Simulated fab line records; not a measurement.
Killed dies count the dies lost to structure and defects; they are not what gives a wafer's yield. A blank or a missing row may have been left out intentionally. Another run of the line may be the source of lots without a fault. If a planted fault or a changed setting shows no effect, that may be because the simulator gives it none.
Which tool is to blame? :: flow sky130 :: 42 wafers from 14 lots sampled at 4 of the route's 708 steps

== WHAT THE GAUGES READ, wafer by wafer ==
SKY_METAL1_CD_MEAS_15: target cd 140 nm. Usual: cd nm reads 139.5 nm (standard deviation 1.8).
lot: L518
measured: day 33 22:23
on: cd sem-01
cd nm (nm): 140.4 140.2 142.1
flag: 

lot: L519
measured: day 33 23:16
on: cd sem-02
cd nm (nm): 138.8 138.1 138.1
flag: 

lot: L520
measured: day 34 00:25
on: cd sem-01
cd nm (nm): 139.0 141.8 139.9
flag: 

lot: L522
measured: day 34 03:18
on: cd sem-02
cd nm (nm): 137.4 136.9 138.9
flag: 

lot: L523
measured: day 34 15:03
on: cd sem-01
cd nm (nm): 138.8 139.9 139.5
flag: 

lot: L525
measured: day 35 14:20
on: cd sem-01
cd nm (nm): 140.0 139.8 139.7
flag: 

lot: L528
measured: day 35 23:22
on: cd sem-02
cd nm (nm): 139.4 140.6 139.6
flag: 

lot: L529
measured: day 36 15:41
on: cd sem-02
cd nm (nm): - - -
flag: OFF

lot: L530
measured: day 37 02:21
on: cd sem-02
cd nm (nm): - - -
flag: OFF

lot: L535
measured: day 38 07:43
on: cd sem-02
cd nm (nm): 140.6 139.2 138.9
flag: 

lot: L537
measured: day 39 11:19
on: cd sem-02
cd nm (nm): 142.2 144.0 142.4
flag: 

lot: L538
measured: day 40 03:04
on: cd sem-01
cd nm (nm): 134.7 136.8 136.6
flag: 

lot: L540
measured: day 40 18:01
on: cd sem-01
cd nm (nm): 140.1 140.2 140.0
flag: 

lot: L539
measured: day 40 20:13
on: cd sem-02
cd nm (nm): 139.0 138.2 136.9
flag: 

== WHICH TOOL RAN EACH LOT (tool, then ch and the chambers of the sampled wafers, then the start) ==
lot: L518
SKY_CONTACT_ETCH_17: rie diel-01 ch 0,2, day 32 17:42
SKY_METAL1_SPUTTER_02: pvd sputter-01, day 32 19:05
SKY_METAL1_EXPOSE_12: krf scanner-02 ch 0, day 33 09:35

lot: L519
SKY_CONTACT_ETCH_17: rie diel-02 ch 2,3, day 32 18:49
SKY_METAL1_SPUTTER_02: pvd sputter-04, day 32 20:12
SKY_METAL1_EXPOSE_12: krf scanner-02 ch 0, day 33 10:34

lot: L520
SKY_CONTACT_ETCH_17: rie diel-01 ch 0,2, day 32 20:03
SKY_METAL1_SPUTTER_02: pvd sputter-04, day 32 21:26
SKY_METAL1_EXPOSE_12: krf scanner-01 ch 0, day 33 11:39

lot: L522
SKY_CONTACT_ETCH_17: rie diel-01 ch 0,2, day 32 23:12
SKY_METAL1_SPUTTER_02: pvd sputter-01, day 33 00:35
SKY_METAL1_EXPOSE_12: krf scanner-01 ch 0, day 33 14:27

lot: L523
SKY_CONTACT_ETCH_17: rie diel-01 ch 1,2,3, day 33 11:09
SKY_METAL1_SPUTTER_02: pvd sputter-01, day 33 12:32
SKY_METAL1_EXPOSE_12: krf scanner-01 ch 0, day 34 02:00

lot: L525
SKY_CONTACT_ETCH_17: rie diel-02 ch 0,1,3, day 34 09:46
SKY_METAL1_SPUTTER_02: pvd sputter-01, day 34 11:23
SKY_METAL1_EXPOSE_12: krf scanner-02 ch 0, day 35 01:11

lot: L528
SKY_CONTACT_ETCH_17: rie diel-01 ch 0,2,3, day 34 20:13
SKY_METAL1_SPUTTER_02: pvd sputter-01, day 34 21:36
SKY_METAL1_EXPOSE_12: krf scanner-01 ch 0, day 35 10:26

lot: L529
SKY_CONTACT_ETCH_17: rie diel-03 ch 0,2, day 35 12:43
SKY_METAL1_SPUTTER_02: pvd sputter-04, day 35 14:06
SKY_METAL1_EXPOSE_12: krf scanner-01, day 36 02:59

lot: L530
SKY_CONTACT_ETCH_17: rie diel-03 ch 1,2, day 35 22:28
SKY_METAL1_SPUTTER_02: pvd sputter-01, day 35 23:57
SKY_METAL1_EXPOSE_12: krf scanner-02, day 36 12:59

lot: L535
SKY_CONTACT_ETCH_17: rie diel-02 ch 0,1, day 37 04:22
SKY_METAL1_SPUTTER_02: pvd sputter-01, day 37 05:50
SKY_METAL1_EXPOSE_12: krf scanner-02 ch 0, day 37 19:15

lot: L537
SKY_CONTACT_ETCH_17: rie diel-03 ch 1,2,3, day 38 08:40
SKY_METAL1_SPUTTER_02: pvd sputter-01, day 38 10:02
SKY_METAL1_EXPOSE_12: krf scanner-02 ch 0, day 38 22:55

lot: L538
SKY_CONTACT_ETCH_17: rie diel-01 ch 1,3, day 39 00:55
SKY_METAL1_SPUTTER_02: pvd sputter-02, day 39 02:17
SKY_METAL1_EXPOSE_12: krf scanner-02 ch 0, day 39 15:16

lot: L540
SKY_CONTACT_ETCH_17: rie diel-01 ch 0,2,3, day 39 15:49
SKY_METAL1_SPUTTER_02: pvd sputter-04, day 39 17:11
SKY_METAL1_EXPOSE_12: krf scanner-01 ch 0, day 40 05:46

lot: L539
SKY_CONTACT_ETCH_17: rie diel-03 ch 0,1,2, day 39 18:13
SKY_METAL1_SPUTTER_02: pvd sputter-04, day 39 19:40
SKY_METAL1_EXPOSE_12: krf scanner-01 ch 0, day 40 08:28
- SKY_CONTACT_ETCH_17: etches SiO2 in C4F8/O2/Ar, stops on Si3N4, target depth 340 nm.
- SKY_METAL1_SPUTTER_02: material AlCu, target thk 250 nm, time 13.3 s.
- SKY_METAL1_EXPOSE_12: exposes mask MM1, target cd 140 nm.

== AS READ BY THE TOOLS THEMSELVES (means over the sampled wafers that have a number; for cases with no such wafer, the mark the record gives instead) ==
SKY_CONTACT_ETCH_17. Usual: oes product au reads 0.891 a.u. (standard deviation 0.0048).
lot: L518
tool: rie diel-01
oes product au (a.u.): 0.891
flag: 

lot: L519
tool: rie diel-02
oes product au (a.u.): 0.895
flag: 

lot: L520
tool: rie diel-01
oes product au (a.u.): 0.891
flag: 

lot: L522
tool: rie diel-01
oes product au (a.u.): 0.889
flag: 

lot: L523
tool: rie diel-01
oes product au (a.u.): 0.894
flag: 

lot: L525
tool: rie diel-02
oes product au (a.u.): 0.891
flag: 

lot: L528
tool: rie diel-01
oes product au (a.u.): 0.894
flag: 

lot: L529
tool: rie diel-03
oes product au (a.u.): 0.885
flag: 

lot: L530
tool: rie diel-03
oes product au (a.u.): 0.886
flag: 

lot: L535
tool: rie diel-02
oes product au (a.u.): 0.892
flag: 

lot: L537
tool: rie diel-03
oes product au (a.u.): 0.892
flag: 

lot: L538
tool: rie diel-01
oes product au (a.u.): 0.887
flag: 

lot: L540
tool: rie diel-01
oes product au (a.u.): 0.893
flag: 

lot: L539
tool: rie diel-03
oes product au (a.u.): 0.896
flag: 

SKY_METAL1_SPUTTER_02. Usual: cathode dc power W 10600 W, standard deviation 1.9; throttle valve pct 30.3 %, standard deviation 1.2.
lot: L518
tool: pvd sputter-01
cathode dc power W (W): 10599
throttle valve pct (%): 31.1
flag: 

lot: L519
tool: pvd sputter-04
cathode dc power W (W): 10600
throttle valve pct (%): 29.1
flag: 

lot: L520
tool: pvd sputter-04
cathode dc power W (W): 10600
throttle valve pct (%): 29.6
flag: 

lot: L522
tool: pvd sputter-01
cathode dc power W (W): 10602
throttle valve pct (%): 30.3
flag: 

lot: L523
tool: pvd sputter-01
cathode dc power W (W): 10600
throttle valve pct (%): 31.4
flag: 

lot: L525
tool: pvd sputter-01
cathode dc power W (W): 10601
throttle valve pct (%): 30.3
flag: 

lot: L528
tool: pvd sputter-01
cathode dc power W (W): 10599
throttle valve pct (%): 31.4
flag: 

lot: L529
tool: pvd sputter-04
cathode dc power W (W): 10599
throttle valve pct (%): 29.0
flag: 

lot: L530
tool: pvd sputter-01
cathode dc power W (W): 10599
throttle valve pct (%): 29.9
flag: 

lot: L535
tool: pvd sputter-01
cathode dc power W (W): 10601
throttle valve pct (%): 30.6
flag: 

lot: L537
tool: pvd sputter-01
cathode dc power W (W): 10602
throttle valve pct (%): 30.9
flag: 

lot: L538
tool: pvd sputter-02
cathode dc power W (W): 10599
throttle valve pct (%): 29.9
flag: 

lot: L540
tool: pvd sputter-04
cathode dc power W (W): 10601
throttle valve pct (%): 29.1
flag: 

lot: L539
tool: pvd sputter-04
cathode dc power W (W): 10601
throttle valve pct (%): 30.2
flag: 

SKY_METAL1_EXPOSE_12. Usual: exposure dose mJ cm2 28.05, standard deviation 0.1; focus offset nm 0.1 nm, standard deviation 0.61.
lot: L518
tool: krf scanner-02
exposure dose mJ cm2: 27.97
focus offset nm (nm): 0.2
flag: 

lot: L519
tool: krf scanner-02
exposure dose mJ cm2: 27.97
focus offset nm (nm): 0.4
flag: 

lot: L520
tool: krf scanner-01
exposure dose mJ cm2: 28.20
focus offset nm (nm): 0.4
flag: 

lot: L522
tool: krf scanner-01
exposure dose mJ cm2: 28.14
focus offset nm (nm): 0.1
flag: 

lot: L523
tool: krf scanner-01
exposure dose mJ cm2: 28.16
focus offset nm (nm): 0.8
flag: 

lot: L525
tool: krf scanner-02
exposure dose mJ cm2: 27.94
focus offset nm (nm): 0.3
flag: 

lot: L528
tool: krf scanner-01
exposure dose mJ cm2: 28.21
focus offset nm (nm): 1.2
flag: 

lot: L529
tool: krf scanner-01
exposure dose mJ cm2: -
focus offset nm (nm): -
flag: OFF

lot: L530
tool: krf scanner-02
exposure dose mJ cm2: -
focus offset nm (nm): -
flag: OFF

lot: L535
tool: krf scanner-02
exposure dose mJ cm2: 28.01
focus offset nm (nm): -0.6
flag: 

lot: L537
tool: krf scanner-02
exposure dose mJ cm2: 27.97
focus offset nm (nm): 0.1
flag: 

lot: L538
tool: krf scanner-02
exposure dose mJ cm2: 27.98
focus offset nm (nm): -0.5
flag: 

lot: L540
tool: krf scanner-01
exposure dose mJ cm2: 28.16
focus offset nm (nm): 0.3
flag: 

lot: L539
tool: krf scanner-01
exposure dose mJ cm2: 28.20
focus offset nm (nm): 0.7
flag: 

== THE ANSWER, worked out from the rows above alone ==
Rule: a lot is off if the mean of its wafers that have a number lies more than 3 standard deviations from the usual mean. Also off: a lot with no number at a reading for which 4 or more lots have one. Any other lot the step has rows for is counted as sound. First the gauges in route order, then the tools' own readings, where a lot's mean is used as printed above. At the first step where some lot is off, the reading lying furthest off is the one used; lots without a number count as furthest.
Off: L529, L530, at SKY_METAL1_CD_MEAS_15 (cd nm). Without a number there: L529, L530.
A tool fits if, at a process step before that reading, it ran every lot that is off, and no sound lot after the first of them. The gauges at SKY_METAL1_CD_MEAS_15 aren't tried: what is off there is off at SKY_METAL1_EXPOSE_12 too, on other tools, and a gauge's error can't cause that. Of those tried, none fits.

== WHAT HAD BEEN PUT IN BY THE SIMULATOR ==
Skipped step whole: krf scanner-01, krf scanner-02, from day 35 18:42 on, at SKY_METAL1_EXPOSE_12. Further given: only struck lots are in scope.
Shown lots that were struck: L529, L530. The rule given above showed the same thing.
